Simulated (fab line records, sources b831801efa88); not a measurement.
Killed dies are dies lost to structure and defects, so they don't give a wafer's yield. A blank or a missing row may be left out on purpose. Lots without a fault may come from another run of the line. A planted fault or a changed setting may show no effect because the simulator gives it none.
fab line records | flow sfq_line | part 1 of 2: steps 1 to 29 of 41
record lots=5 wafers=15 last_day=92
route steps=325 shown I0@44 M1@58 I1@73
lots that met no fault: from a run of the same line without faults
start_h: hours from the record's first day to the start of the lot's first wafer shown | wait_h: hours since the lot's step before | " the same as in the row above | L1.1+2: a row that stands for several wafers | - no value, or no start given | * or withheld: withheld | < > ~ a bound
route shown NAME@n: a module of which the file shows steps, and the number in the route of the first | usual: mean/standard deviation of fault-free wafers | same: alike in all rows | chamber/n: place in a boat | sites: the reading at each site | _std_site: their standard deviation | _edge_site: outer sites' mean less inner sites' | radius_mm: how far each site lies from the wafer's centre | mask NAME#n: copy n | behind: the tool/chamber that last shaped the wafer | hold: why the lot was held/for how many hours/how that ended | device: the transistor (n, p or np) that didn't switch | end of line: the same wafers' tests at the end of the route | a step without rows: its recipe alone | killed: dies lost to structure and defects at the first sort, not the wafer's yield | map: a wafer's dies, x killed, . not, _ none there
set.NAME: the setting as run; set.NAME@STEP: as run at that earlier step | model.NAME: the simulator's own value behind a step, which no gauge read
lots at some steps of the route; a table a step, a row a wafer
services: from which hour (start_h, from the record's first day; less than 0 if before it) a tool's chamber was out of use, for how many hours, and why
## steps
# step SFQ_TRILAYER_I0_CMP_CMP_028
# recipe material=SiO2 down_force_psi=3 platen_rpm=60 pad_velocity_m_s=0.94248
# usual motor_current_A=10.3/0.69 time_to_endpoint_s=208/7.5
# columns lot.wafer tool chamber start_h wait_h motor_current_A time_to_endpoint_s
L075.4 cmp-02 3 273.37 4.4 10.7 216
L075.3 " 1 274.37 5.5 9.6 202
L075.6 " 0 275.87 6.9 10.1 212
L077.4 cmp-01 1 298.65 5.6 10.5 218
L077.3 " 2 " " 11.1 224
L077.6 " 1 300.65 7.6 10.7 221
L087.2 cmp-02 0 386.19 0.0 10.5 200
L087.1 " 1 " " 9.5 197
L087.5 " 0 388.19 2.0 10.8 205
L096.4 cmp-02 1 471.82 0.0 9.3 207
L096.3 " 0 473.32 1.5 10.4 201
L096.5 " 1 " " 9.3 205
L097.3 cmp-01 0 492.75 6.6 9.7 202
L097.4 " 2 493.75 7.6 11.4 211
L097.5 " 0 494.75 8.6 10.3 205
# step SFQ_I0_BOW_MEAS_907
# recipe mode=bow
# usual I0_BOW=1/6.5
# columns lot.wafer tool chamber start_h wait_h I0_BOW[um]
L075.3 film_metro-01 - 276.41 1.5 3
L075.4 " - " " 5
L075.6 " - " " 8
L077.3 film_metro-02 - 301.69 2.0 18
L077.4 " - " " -12
L077.6 " - " " 5
L087.1 film_metro-02 - 389.19 2.0 5
L087.2 " - " " -1
L087.5 " - " " -1
L096.3 film_metro-02 - 474.86 1.0 2
L096.4 " - " " 6
L096.5 " - " " 0
L097.3 film_metro-04 - 495.29 2.0 4
L097.4 " - " " 12
L097.5 " - " " 6
# step SFQ_TRILAYER_I0_METRO_MEASURE_029
# usual thk_nm=199.2/1
# columns lot.wafer tool chamber start_h wait_h thk_nm
L075.3 film_metro-01 - 276.89 0.5 197.3
L075.4 " - " " 199.0
L075.6 " - " " 200.2
L077.3 film_metro-02 - 302.17 0.5 201.0
L077.4 " - " " 199.2
L077.6 " - " " 199.7
L087.1 film_metro-02 - 389.31 0.1 198.1
L087.2 " - " " 198.2
L087.5 " - " " 198.6
L096.3 film_metro-02 - 475.34 0.5 198.1
L096.4 " - " " 197.4
L096.5 " - " " 197.5
L097.3 film_metro-04 - 495.77 0.5 199.8
L097.4 " - " " 200.9
L097.5 " - " " 200.2
# step SFQ_TRILAYER_I0_VIA_LITHO_COAT_036
# recipe resist=BARC spin_rpm=3000 resist_thk_nm=62
# columns lot.wafer tool chamber start_h wait_h
L075.3+4+6 litho_track-02 0 277.79 0.7
L077.3+4+6 litho_track-04 0 303.07 0.7
L087.1+2+5 litho_track-01 0 390.51 1.0
L096.3+4+5 litho_track-02 0 476.24 0.7
L097.3+4+5 litho_track-01 0 496.67 0.7
# step SFQ_TRILAYER_I0_VIA_LITHO_COAT_031
# recipe resist=KrF spin_rpm=3000 resist_thk_nm=650
# columns lot.wafer tool chamber start_h wait_h
L075.3+4+6 litho_track-02 0 278.09 0.2
L077.3+4+6 litho_track-04 0 303.37 0.2
L087.1+2+5 litho_track-01 0 390.81 0.2
L096.3+4+5 litho_track-02 0 476.54 0.2
L097.3+4+5 litho_track-01 0 496.97 0.2
# step SFQ_TRILAYER_I0_VIA_LITHO_SOFTBAKE_035
# recipe temp_c=withheld time_s=withheld resist=KrF
# columns lot.wafer tool chamber start_h wait_h
L075.3+4+6 litho_track-02 0 278.34 0.2
L077.3+4+6 litho_track-04 0 303.62 0.2
L087.1+2+5 litho_track-01 0 391.11 0.2
L096.3+4+5 litho_track-02 0 476.79 0.2
L097.3+4+5 litho_track-01 0 497.22 0.2
# step SFQ_TRILAYER_I0_VIA_LITHO_EXPOSE_032
# recipe mask_id=I0 na=0.6 source_shape=conventional sigma_outer=0.65 target_cd_nm=500 dose_mj=21.3
# columns lot.wafer tool chamber start_h wait_h mask
L075.3+4+6 krf_scanner-02 0 303.69 - I0#0
L077.3+4+6 krf_scanner-02 0 310.89 - I0#0
L087.1+2+5 krf_scanner-02 0 391.26 - I0#0
L096.3+4+5 krf_scanner-02 0 627.46 - I0#0
L097.3+4+5 krf_scanner-02 0 649.06 - I0#0
# step SFQ_TRILAYER_I0_VIA_LITHO_PEB_034
# recipe peb_temp_c=115 peb_time_s=60 resist=KrF
# columns lot.wafer tool chamber start_h wait_h
L075.3+4+6 litho_track-04 0 304.54 0.7
L077.3+4+6 litho_track-02 0 311.74 0.7
L087.1+2+5 litho_track-02 0 392.46 1.0
L096.3+4+5 litho_track-02 0 628.31 0.7
L097.3+4+5 litho_track-04 0 649.91 0.7
# step SFQ_TRILAYER_I0_VIA_LITHO_DEVELOP_033
# recipe time_s=60 resist=KrF
# same time_s=60
# columns lot.wafer tool chamber start_h wait_h
L075.3+4+6 litho_track-04 0 304.69 0.1
L077.3+4+6 litho_track-02 0 311.89 0.1
L087.1+2+5 litho_track-02 0 392.61 0.1
L096.3+4+5 litho_track-02 0 628.46 0.1
L097.3+4+5 litho_track-04 0 650.06 0.1
# step SFQ_I0_OVL_MEAS_908
# usual I0_OVL=-1/5
# columns lot.wafer tool chamber start_h wait_h I0_OVL[nm]
L075.3 overlay-01 - 304.80 0.1 -2
L075.4 " - " " -2
L075.6 " - " " 6
L077.3 overlay-01 - 312.00 0.1 -7
L077.4 " - " " -5
L077.6 " - " " -4
L087.1 overlay-02 - 392.76 0.1 -1
L087.2 " - " " 1
L087.5 " - " " 0
L096.3 overlay-02 - 628.57 0.1 -9
L096.4 " - " " 2
L096.5 " - " " -8
L097.3 overlay-02 - 650.17 0.1 -4
L097.4 " - " " -2
L097.5 " - " " 0
# step SFQ_TRILAYER_I0_VIA_BARC_OPEN_VIA_ETCH_046
# recipe mask_material=PR chemistry=O2 target_depth_nm=125 target=BARC source_w=500 bias_w=80 pressure_mtorr=30 time_s=41.7
# usual drypump_motor_current_A=5.7/0.35 oes_product_au=0.685/0.0044 rf_fwd_power_W=493.5/2.3
# same time_s=41.7
# columns lot.wafer tool chamber start_h wait_h drypump_motor_current_A oes_product_au rf_fwd_power_W rf_hours_counter_h
L075.3 rie_diel-04 2 304.82 0.0 5.4 0.684 493.5 1
L075.4 " 1 " " 5.2 0.684 493.3 -
L075.6 " 2 " " 5.4 0.691 491.4 -
L077.3 rie_diel-02 0 312.02 0.0 5.9 0.686 490.2 11
L077.4 " 2 " " 6.0 0.683 495.4 -
L077.6 " 3 " " 6.2 0.683 494.5 -
L087.1 rie_diel-02 2 392.79 0.0 6.0 0.693 497.2 4
L087.2 " 0 " " 5.8 0.682 492.7 12
L087.5 " 0 " " 5.8 0.690 491.4 -
L096.3 rie_diel-02 1 628.59 0.0 5.3 0.683 489.6 58
L096.4 " 2 " " 6.0 0.684 495.3 6
L096.5 " 3 " " 6.2 0.680 493.6 -
L097.3 rie_diel-04 0 650.19 0.0 5.8 0.682 498.1 3
L097.4 " 1 " " 5.2 0.678 495.9 5
L097.5 " 3 " " 5.7 0.694 495.5 -
# step SFQ_TRILAYER_I0_VIA_ETCH_VIA_ETCH_034
# recipe target=SiO2 stop_on=Nb mask_material=PR taper_deg=20 chemistry=CHF3 target_depth_nm=260 source_w=500 bias_w=80 pressure_mtorr=30 time_s=withheld
# usual drypump_motor_current_A=5.7/0.35 oes_product_au=0.853/0.005 rf_fwd_power_W=497.6/1.6
# columns lot.wafer tool chamber start_h wait_h drypump_motor_current_A oes_product_au rf_fwd_power_W
L075.3 rie_diel-04 2 304.86 0.0 5.4 0.846 499.4
L075.4 " 1 " " 5.2 0.854 496.5
L075.6 " 2 " " 5.4 0.849 496.7
L077.3 rie_diel-02 0 312.06 0.0 5.9 0.859 493.4
L077.4 " 2 " " 6.0 0.851 500.4
L077.6 " 3 " " 6.2 0.863 500.2
L087.1 rie_diel-02 2 392.83 0.0 6.0 0.854 496.4
L087.2 " 0 " " 5.8 0.854 494.1
L087.5 " 0 " " 5.8 0.847 493.4
L096.3 rie_diel-02 1 628.63 0.0 5.3 0.861 496.6
L096.4 " 2 " " 6.0 0.849 495.9
L096.5 " 3 " " 6.2 0.852 497.8
L097.3 rie_diel-04 0 650.23 0.0 5.8 0.851 498.4
L097.4 " 1 " " 5.2 0.858 497.1
L097.5 " 3 " " 5.7 0.854 496.5
# step SFQ_TRILAYER_I0_VIA_STRIP_STRIP_035
# recipe gas=O2 power_w=200 platen_temp_c=40 overash_fraction=0.65 chemistry=O2 pressure_mtorr=50
# usual drypump_motor_current_A=5.7/0.36 oes_product_au=1.003/0.012
# columns lot.wafer tool chamber start_h wait_h drypump_motor_current_A oes_product_au rf_hours_counter_h
L075.3 rie_metal-02 0 305.18 - 5.6 0.996 -
L075.4 " 1 " " 6.3 1.011 -
L075.6 " 1 " " 6.3 0.998 -
L077.3 rie_metal-04 0 312.38 - 5.4 1.028 -
L077.4 " 1 " " 5.5 1.002 -
L077.6 " 1 " " 5.5 1.012 -
L087.1 rie_metal-01 1 392.94 - 6.0 1.002 20
L087.2 " 0 " " 5.3 0.998 13
L087.5 " 1 " " 6.0 0.994 -
L096.3 rie_metal-04 0 628.95 - 5.4 0.994 -
L096.4 " 1 " " 5.5 0.993 -
L096.5 " 0 " " 5.4 0.998 -
L097.3 rie_metal-04 0 650.55 - 5.4 1.008 -
L097.4 " 1 " " 5.5 1.002 -
L097.5 " 0 " " 5.4 1.003 -
# step SFQ_TRILAYER_I0_VIA_STRIP_SOLV_CLEAN_036
# recipe chemistry=NMP temp_c=70 time_s=600
# same time_s=600
# columns lot.wafer tool chamber start_h wait_h
L075.3+4+6 wet_bench-02 6,2,5 305.58 0.2
L077.3+4+6 wet_bench-04 7,6,3 312.78 0.2
L087.1+2+5 wet_bench-03 6,2,1 393.54 0.4
L096.3+4+5 wet_bench-02 4,7,3 629.35 0.2
L097.3+4+5 wet_bench-02 2,0,5 650.95 0.2
# step SFQ_TRILAYER_M1_DEP_PRE_CLEAN_038
# recipe gas=Ar time_s=22.5 bias_v=250
# same time_s=22.5
# columns lot.wafer tool chamber start_h wait_h
L075.3+4+6 pvd_sputter-05 - 305.75 0.0
L077.3+4+6 pvd_sputter-05 - 312.95 0.0
L087.1+2+5 pvd_sputter-05 - 393.74 0.0
L096.3+4+5 pvd_sputter-06 - 629.54 0.0
L097.3+4+5 pvd_sputter-06 - 651.30 0.0
# step SFQ_TRILAYER_M1_DEP_SPUTTER_037
# recipe material=Nb base_pressure_pa=1.33e-06 chamber_pressure_pa=0.1333 substrate_temp_c=20 resputter_cathode_voltage_v=400 target_thk_nm=200 power_w=2000 time_s=133.3
# usual throttle_valve_pct=30.2/1.2
# same time_s=133.3
# columns lot.wafer tool chamber start_h wait_h throttle_valve_pct
L075.3 pvd_sputter-05 - 305.78 0.0 30.8
L075.4 " - " " 31.4
L075.6 " - " " 31.5
L077.3 pvd_sputter-05 - 312.98 0.0 31.7
L077.4 " - " " 30.9
L077.6 " - " " 31.8
L087.1 pvd_sputter-05 - 393.76 0.0 31.6
L087.2 " - " " 31.2
L087.5 " - " " 31.6
L096.3 pvd_sputter-06 - 629.57 0.0 29.5
L096.4 " - " " 30.6
L096.5 " - " " 30.8
L097.3 pvd_sputter-06 - 651.33 0.0 31.3
L097.4 " - " " 30.2
L097.5 " - " " 30.4
# step SFQ_M1_RS_MEAS_909
# recipe thk_meas_gauge=four-point-probe reads=Nb_of_TRILAYER_M1_DEP_SPUTTER_037
# usual M1_NB_RS=0.885/0.013
# columns lot.wafer tool chamber start_h wait_h M1_NB_RS[ohm/sq]
L075.3 film_metro-01 - 305.91 0.1 0.882
L075.4 " - " " 0.871
L075.6 " - " " 0.864
L077.3 film_metro-01 - 313.11 0.1 0.884
L077.4 " - " " 0.897
L077.6 " - " " 0.879
L087.1 film_metro-02 - 393.86 0.0 0.875
L087.2 " - " " 0.882
L087.5 " - " " 0.881
L096.3 film_metro-03 - 629.70 0.1 0.884
L096.4 " - " " 0.878
L096.5 " - " " 0.884
L097.3 film_metro-01 - 651.46 0.1 0.880
L097.4 " - " " 0.871
L097.5 " - " " 0.867
# step SFQ_TRILAYER_M1_LITHO_COAT_044
# recipe resist=BARC spin_rpm=3000 resist_thk_nm=62
# columns lot.wafer tool chamber start_h wait_h
L075.3+4+6 litho_track-03 0 306.15 0.1
L077.3+4+6 litho_track-02 0 313.35 0.1
L087.1+2+5 litho_track-02 0 394.04 0.1
L096.3+4+5 litho_track-02 0 629.94 0.1
L097.3+4+5 litho_track-03 0 651.70 0.1
# step SFQ_TRILAYER_M1_LITHO_COAT_039
# recipe resist=KrF spin_rpm=3000 resist_thk_nm=600
# columns lot.wafer tool chamber start_h wait_h
L075.3+4+6 litho_track-03 0 306.45 0.2
L077.3+4+6 litho_track-02 0 313.65 0.2
L087.1+2+5 litho_track-02 0 394.34 0.2
L096.3+4+5 litho_track-02 0 630.24 0.2
L097.3+4+5 litho_track-03 0 652.00 0.2
# step SFQ_TRILAYER_M1_LITHO_SOFTBAKE_043
# recipe temp_c=withheld time_s=withheld resist=KrF
# columns lot.wafer tool chamber start_h wait_h
L075.3+4+6 litho_track-03 0 306.70 0.2
L077.3+4+6 litho_track-02 0 313.90 0.2
L087.1+2+5 litho_track-02 0 394.64 0.2
L096.3+4+5 litho_track-02 0 630.49 0.2
L097.3+4+5 litho_track-03 0 652.25 0.2
# step SFQ_TRILAYER_M1_LITHO_EXPOSE_040
# recipe mask_id=M1 na=0.6 source_shape=conventional sigma_outer=0.65 target_cd_nm=500 dose_mj=14.4
# columns lot.wafer tool chamber start_h wait_h mask
L075.3+4+6 krf_scanner-02 0 427.34 - M1#0
L077.3+4+6 krf_scanner-02 0 436.94 - M1#0
L087.1+2+5 krf_scanner-01 0 551.33 - M1#0
L096.3+4+5 krf_scanner-01 0 783.18 - M1#0
L097.3+4+5 krf_scanner-02 0 803.70 - M1#0
# step SFQ_TRILAYER_M1_LITHO_PEB_042
# recipe peb_temp_c=115 peb_time_s=60 resist=KrF
# columns lot.wafer tool chamber start_h wait_h
L075.3+4+6 litho_track-02 0 428.19 0.7
L077.3+4+6 litho_track-03 0 437.79 0.7
L087.1+2+5 litho_track-03 0 552.53 1.0
L096.3+4+5 litho_track-01 0 784.03 0.7
L097.3+4+5 litho_track-01 0 804.55 0.7
# step SFQ_TRILAYER_M1_LITHO_DEVELOP_041
# recipe time_s=60 resist=KrF
# same time_s=60
# columns lot.wafer tool chamber start_h wait_h
L075.3+4+6 litho_track-02 0 428.34 0.1
L077.3+4+6 litho_track-03 0 437.94 0.1
L087.1+2+5 litho_track-03 0 552.68 0.1
L096.3+4+5 litho_track-01 0 784.18 0.1
L097.3+4+5 litho_track-01 0 804.70 0.1
# step SFQ_M1_OVL_MEAS_911
# usual M1_OVL=1/5
# columns lot.wafer tool chamber start_h wait_h M1_OVL[nm]
L075.3 overlay-01 - 428.45 0.1 -2
L075.4 " - " " -4
L075.6 " - " " -3
L077.3 overlay-01 - 438.05 0.1 -2
L077.4 " - " " 5
L077.6 " - " " 2
L087.1 overlay-02 - 552.83 0.1 1
L087.2 " - " " 8
L087.5 " - " " 5
L096.3 overlay-02 - 784.29 0.1 -3
L096.4 " - " " 0
L096.5 " - " " 6
L097.3 overlay-01 - 804.82 0.1 7
L097.4 " - " " -5
L097.5 " - " " -1
# step SFQ_TRILAYER_M1_BARC_OPEN_METAL_ETCH_054
# recipe mask_material=PR chemistry=O2 target_depth_nm=125 target=BARC icp_w=600 bias_w=80 pressure_mtorr=10 time_s=41.7
# usual drypump_motor_current_A=5.6/0.34 oes_product_au=0.685/0.0047 rf_fwd_power_W=593.7/2
# same time_s=41.7
# columns lot.wafer tool chamber start_h wait_h drypump_motor_current_A oes_product_au rf_fwd_power_W rf_hours_counter_h
L075.3 rie_metal-01 0 428.49 0.0 5.3 0.691 598.5 -
L075.4 " 1 " " 6.0 0.677 590.6 -
L075.6 " 1 " " 6.0 0.685 589.5 -
L077.3 rie_metal-01 1 438.09 0.0 6.0 0.686 594.9 -
L077.4 " 0 " " 5.3 0.684 595.4 -
L077.6 " 1 " " 6.0 0.686 592.2 -
L087.1 rie_metal-03 0 552.87 0.0 5.9 0.689 594.3 97
L087.2 " 1 " " 5.2 0.683 595.1 78
L087.5 " 1 " " 5.2 0.679 594.7 -
L096.3 rie_metal-01 1 784.33 0.0 6.0 0.687 591.5 -
L096.4 " 0 " " 5.3 0.671 595.1 -
L096.5 " 0 " " 5.3 0.679 597.4 -
L097.3 rie_metal-01 0 804.86 0.0 5.3 0.689 596.3 -
L097.4 " 1 " " 6.0 0.685 593.2 -
L097.5 " 0 " " 5.3 0.682 594.8 -
# step SFQ_TRILAYER_M1_ETCH_METAL_ETCH_042
# recipe target=Nb stop_on=SiO2 mask_material=PR chemistry=Cl2/Ar target_depth_nm=240 icp_w=600 bias_w=80 pressure_mtorr=10 time_s=120
# usual drypump_motor_current_A=5.6/0.35 oes_product_au=0.898/0.0088 rf_fwd_power_W=597.1/1.9
# same time_s=120
# columns lot.wafer tool chamber start_h wait_h drypump_motor_current_A oes_product_au rf_fwd_power_W rf_hours_counter_h
L075.3 rie_metal-01 0 428.57 0.1 5.3 0.895 597.8 -
L075.4 " 1 " " 6.0 0.908 595.2 -
L075.6 " 1 " " 6.0 0.915 596.4 -
L077.3 rie_metal-01 1 438.17 0.1 6.0 0.895 595.0 -
L077.4 " 0 " " 5.3 0.894 600.0 -
L077.6 " 1 " " 6.0 0.905 597.5 -
L087.1 rie_metal-03 0 552.93 0.0 6.0 0.901 597.1 97
L087.2 " 1 " " 5.2 0.896 596.7 78
L087.5 " 1 " " 5.1 0.894 596.4 -
L096.3 rie_metal-01 1 784.42 0.1 6.0 0.896 597.4 -
L096.4 " 0 " " 5.3 0.903 598.5 -
L096.5 " 0 " " 5.3 0.897 599.3 -
L097.3 rie_metal-01 0 804.94 0.1 5.3 0.899 594.9 -
L097.4 " 1 " " 6.0 0.908 593.8 -
L097.5 " 0 " " 5.3 0.908 596.5 -
# step SFQ_TRILAYER_M1_STRIP_STRIP_043
# recipe gas=O2 power_w=200 platen_temp_c=40 overash_fraction=0.65 chemistry=O2 pressure_mtorr=50
# usual drypump_motor_current_A=5.6/0.34 oes_product_au=1.002/0.013
# columns lot.wafer tool chamber start_h wait_h drypump_motor_current_A oes_product_au rf_hours_counter_h
L075.3 rie_metal-01 0 428.86 0.2 5.3 0.998 -
L075.4 " 1 " " 6.0 0.999 -
L075.6 " 1 " " 6.0 1.000 -
L077.3 rie_metal-01 1 438.46 0.2 6.0 1.001 -
L077.4 " 0 " " 5.3 1.004 -
L077.6 " 1 " " 6.0 0.999 -
L087.1 rie_metal-03 0 553.05 0.1 5.9 1.029 97
L087.2 " 1 " " 5.2 1.003 78
L087.5 " 1 " " 5.1 1.006 -
L096.3 rie_metal-01 1 784.70 0.2 6.0 1.000 -
L096.4 " 0 " " 5.3 0.982 -
L096.5 " 0 " " 5.3 0.983 -
L097.3 rie_metal-01 0 805.22 0.2 5.3 0.978 -
L097.4 " 1 " " 6.0 0.996 -
L097.5 " 0 " " 5.3 0.985 -
# step SFQ_TRILAYER_M1_STRIP_SOLV_CLEAN_044
# recipe chemistry=NMP temp_c=70 time_s=600
# same time_s=600
# columns lot.wafer tool chamber start_h wait_h
L075.3+4+6 wet_bench-04 7,1,0 429.26 0.2
L077.3+4+6 wet_bench-04 7,2,5 438.86 0.2
L087.1+2+5 wet_bench-02 3,5,4 553.65 0.4
L096.3+4+5 wet_bench-02 4,2,7 785.10 0.2
L097.3+4+5 wet_bench-01 6,1,2 805.62 0.2
# step SFQ_TRILAYER_I1_DEP_PECVD_045
# recipe material=SiO2 temp_c=150 time_s=111.11 pressure_torr=2.4 rf_w=183.3 precursor=SiH4/N2O target_thk_nm=500
# usual heater_power_w=82/14 rf_fwd_power_W=182.3/0.58 throttle_valve_pct=24.2/0.98
# same time_s=111.11
# columns lot.wafer tool chamber start_h wait_h heater_power_w rf_fwd_power_W throttle_valve_pct
L075.3 pecvd-03 2 429.43 0.0 79 183.6 26.0
L075.4 " 2 " " 82 182.6 25.5
L075.6 " 1 " " 94 183.2 24.5
L077.3 pecvd-03 0 439.03 0.0 98 182.5 24.1
L077.4 " 2 " " 89 181.4 25.8
L077.6 " 1 " " 89 182.1 24.5
L087.1 pecvd-01 1 553.83 0.0 77 182.0 23.9
L087.2 " 0 " " 76 182.5 25.1
L087.5 " 1 " " 62 182.4 23.7
L096.3 pecvd-03 0 785.27 0.0 91 183.4 24.3
L096.4 " 2 " " 91 182.5 25.7
L096.5 " 1 " " 92 181.7 24.8
L097.3 pecvd-03 0 805.80 0.0 108 182.0 24.2
L097.4 " 1 " " 89 181.4 24.8
L097.5 " 2 " " 96 181.7 25.8
